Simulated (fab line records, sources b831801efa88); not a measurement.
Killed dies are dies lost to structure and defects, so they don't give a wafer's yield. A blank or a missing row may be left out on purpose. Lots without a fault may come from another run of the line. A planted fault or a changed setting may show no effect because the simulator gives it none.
Problem report in the 8D (eight disciplines) form, filled by code | flow gf180mcu | the parts of the form that need people (team, actions taken, sign-off) are left out

1. THE PROBLEM
developer_temp_C at GF_HV_LDD_DEVELOP_45 reads a mean of 23.79 C on 6 wafers of 2 lots; wafers without a fault read 22.99 C with a standard deviation of 0.099. That is +8.0 standard deviations from the usual mean.
The step: develop time 60 s.
First seen on wafer L497.1, day 15 09:29, on litho_track-02. The record holds 42 wafers of 14 lots with a number at this step. Rule for "out", or "out of limits": more than 4 standard deviations from the usual mean. The other wafers with a number count as sound.

2. WHAT IT IS AND WHAT IT IS NOT
question                    | is                     | is not
which readings at this step | developer_temp_C       | -
which lots                  | L497, L498             | L488, L489, L490, L491, L493, L496, L501, L506, L508, L509, L510, L511
which wafers of those lots  | all that have a number | -
read on which tools         | litho_track-02         | litho_track-03, litho_track-04
when                        | from day 15 09:29      | up to then (18 sound wafers); but 18 sound wafers of L501, L506, L508, L509, L510, L511 came after

3. SUSPECTS, AND WHAT RULES EACH OUT
Counting: a tool at a process step up to the reading stays a suspect if it ran every lot that is out and no sound lot after the first of them.
- litho_track-02 at GF_HV_LDD_DEVELOP_45 (develop time 60 s): ruled out as a lasting fault. Sound lots L506, L508, L511 ran on it after its first lot that is out, L497 (day 15 09:29).
Left after counting: nothing in the record.

4. THE CAUSE (what the simulator had put in)
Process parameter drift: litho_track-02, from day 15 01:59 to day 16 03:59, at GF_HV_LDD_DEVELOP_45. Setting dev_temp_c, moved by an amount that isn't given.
Counting ruled it out, wrongly.

5. THE CHAIN OF EFFECTS, in route order
Each row: a reading whose mean over the struck wafers that have a number lies more than 3 standard deviations from the usual. Only readings for which the record gives a usual standard deviation are gone through. hours: the time from each lot's start at the first step in this table that gives one to its start at this step, as a median over the lots. sigmas: the change in usual standard deviations.
hours | step                 | reading          | usual   | on struck wafers | change | sigmas
0     | GF_HV_LDD_DEVELOP_45 | developer_temp_C | 22.99 C | 23.79            | +0.80  | +8.0
The process steps in it:
- GF_HV_LDD_DEVELOP_45: develop time 60 s.
Later measuring or inspecting steps at which every struck wafer that the step has a row for has a number for every such reading, and none has moved that far: GF_SALICIDE_RS_MEAS_04.

6. WHAT WOULD HAVE CAUGHT IT SOONER
In this record the first reading out of limits was taken at day 15 09:29, 8 hours after the fault began at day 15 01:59.
